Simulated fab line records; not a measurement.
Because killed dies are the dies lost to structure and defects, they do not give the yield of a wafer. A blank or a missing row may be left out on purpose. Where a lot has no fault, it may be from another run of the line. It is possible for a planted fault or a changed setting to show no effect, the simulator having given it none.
Which tool is to blame? | flow sfqLine | 42 wafers from 14 lots sampled at 2 of the route's 325 steps

WHAT THE GAUGES SHOWED, per wafer
Not one reading of a measure or inspect step in the record can be checked against a usual standard deviation.

TOOL THAT RAN EACH LOT (tool first, then ch and the chambers of the sampled wafers, then the start)
lot  | SFQ_TRILAYER_A5C_DEP_PECVD_142  | SFQ_TRILAYER_C5_ETCH_VIA_ETCH_154
L850 | pecvd-04 ch 0,1,2, day 55 09:14 | rieDiel-02 ch 2,3, day 66 19:49
L852 | pecvd-01 ch 0,2, day 58 22:35   | rieDiel-02 ch 2,3, day 69 19:32
L853 | pecvd-04 ch 0,1,2, day 58 23:47 | rieDiel-04 ch 0,2,3, day 69 21:56
L854 | pecvd-02 ch 1,2, day 59 03:24   | rieDiel-02 ch 0,2, day 70 01:32
L855 | pecvd-01 ch 0,1,2, day 59 06:59 | rieDiel-02 ch 0,2,3, day 70 06:27
L856 | pecvd-02 ch 2, day 59 09:23     | rieDiel-04 ch 0,2, day 70 07:39
L857 | pecvd-01 ch 0,1, day 59 11:47   | rieDiel-04 ch 1,2,3, day 70 10:11
L858 | pecvd-02 ch 1, day 59 15:23     | rieDiel-03 ch 0,1, day 70 14:59
L859 | pecvd-04 ch 0,1,2, day 60 03:43 | rieDiel-02 ch 0,2,3, day 70 18:35
L862 | pecvd-02 ch 1,2, day 61 13:19   | rieDiel-03 ch 0,2,3, day 71 22:24
L863 | pecvd-02 ch 0,1,2, day 61 21:38 | rieDiel-02 ch 2,3, day 72 03:12
L870 | pecvd-01 ch 1,2, day 64 11:55   | rieDiel-02 ch 0,1, day 73 11:52
L872 | pecvd-04 ch 0,2, day 64 22:27   | rieDiel-02 ch 0,2,3, day 73 22:45
L873 | pecvd-02 ch 1,2, day 65 00:52   | rieDiel-03 ch 1,2,3, day 74 02:21
- SFQ_TRILAYER_A5C_DEP_PECVD_142: deposits SiO2 from SiH4/N2O, time 15.556 s, target thk 70 nm.
- SFQ_TRILAYER_C5_ETCH_VIA_ETCH_154: etches SiO2 in CHF3, stops on Nb, target depth 84 nm.

AS READ BY THE TOOLS THEMSELVES (means over the sampled wafers that have a number; for cases with no such wafer, the mark the record gives instead)
SFQ_TRILAYER_A5C_DEP_PECVD_142. Usual: chamberPressureTorr 2.399 Torr, standard deviation 0.0049; heaterPowerW 87 W, standard deviation 9.8; throttleValvePct 24.2 %, standard deviation 0.68.
lot  | tool     | chamberPressureTorr (Torr) | heaterPowerW (W) | throttleValvePct (%) | flag
L850 | pecvd-04 | 2.399                      | 89               | 24.1                 | 
L852 | pecvd-01 | 2.399                      | 81               | 24.6                 | 
L853 | pecvd-04 | 2.403                      | 92               | 24.2                 | 
L854 | pecvd-02 | 2.393                      | 82               | 23.7                 | 
L855 | pecvd-01 | 2.399                      | 88               | 24.1                 | 
L856 | pecvd-02 | 2.406                      | 68               | 23.6                 | 
L857 | pecvd-01 | 2.395                      | 76               | 24.3                 | 
L858 | pecvd-02 | 2.397                      | 97               | 23.9                 | 
L859 | pecvd-04 | 2.398                      | 89               | 24.5                 | 
L862 | pecvd-02 | 2.396                      | 83               | 24.0                 | 
L863 | pecvd-02 | 2.403                      | 92               | 24.0                 | 
L870 | pecvd-01 | 2.399                      | 86               | 24.3                 | 
L872 | pecvd-04 | 2.401                      | 90               | 25.4                 | 
L873 | pecvd-02 | 2.401                      | 89               | 24.1                 | 

SFQ_TRILAYER_C5_ETCH_VIA_ETCH_154. Usual: drypumpMotorCurrentA 5.7 A, standard deviation 0.61; oesProductAu 0.898 a.u., standard deviation 0.0075.
lot  | tool       | drypumpMotorCurrentA (A) | oesProductAu (a.u.) | flag
L850 | rieDiel-02 | 6.1                      | 0.902               | 
L852 | rieDiel-02 | 6.1                      | 0.897               | 
L853 | rieDiel-04 | 5.4                      | 0.897               | 
L854 | rieDiel-02 | 6.1                      | 0.899               | 
L855 | rieDiel-02 | 6.0                      | 0.898               | 
L856 | rieDiel-04 | 5.1                      | 0.903               | 
L857 | rieDiel-04 | 5.4                      | 0.904               | 
L858 | rieDiel-03 | 6.6                      | 0.905               | 
L859 | rieDiel-02 | 6.0                      | 0.898               | 
L862 | rieDiel-03 | 6.1                      | 0.906               | 
L863 | rieDiel-02 | 6.1                      | 0.909               | 
L870 | rieDiel-02 | 5.6                      | 0.895               | 
L872 | rieDiel-02 | 6.0                      | 0.900               | 
L873 | rieDiel-03 | 6.3                      | 0.893               | 

THE ANSWER, worked out from the rows above alone
Rule: take the mean of a lot's wafers that have a number; if it is more than 3 standard deviations from the usual mean, the lot is off. A lot without any number at a reading at which 4 lots or more have one is off too. The other lots that the step has rows for count as sound. The gauges are gone through in route order, then the tools' own readings, and for those a lot's mean is taken as printed above. At the first step where some lot is off, the reading lying furthest off is the one used; lots without a number count as furthest.
Nothing can be told from this: no lot is off at any reading shown.

WHAT HAD BEEN PUT IN BY THE SIMULATOR
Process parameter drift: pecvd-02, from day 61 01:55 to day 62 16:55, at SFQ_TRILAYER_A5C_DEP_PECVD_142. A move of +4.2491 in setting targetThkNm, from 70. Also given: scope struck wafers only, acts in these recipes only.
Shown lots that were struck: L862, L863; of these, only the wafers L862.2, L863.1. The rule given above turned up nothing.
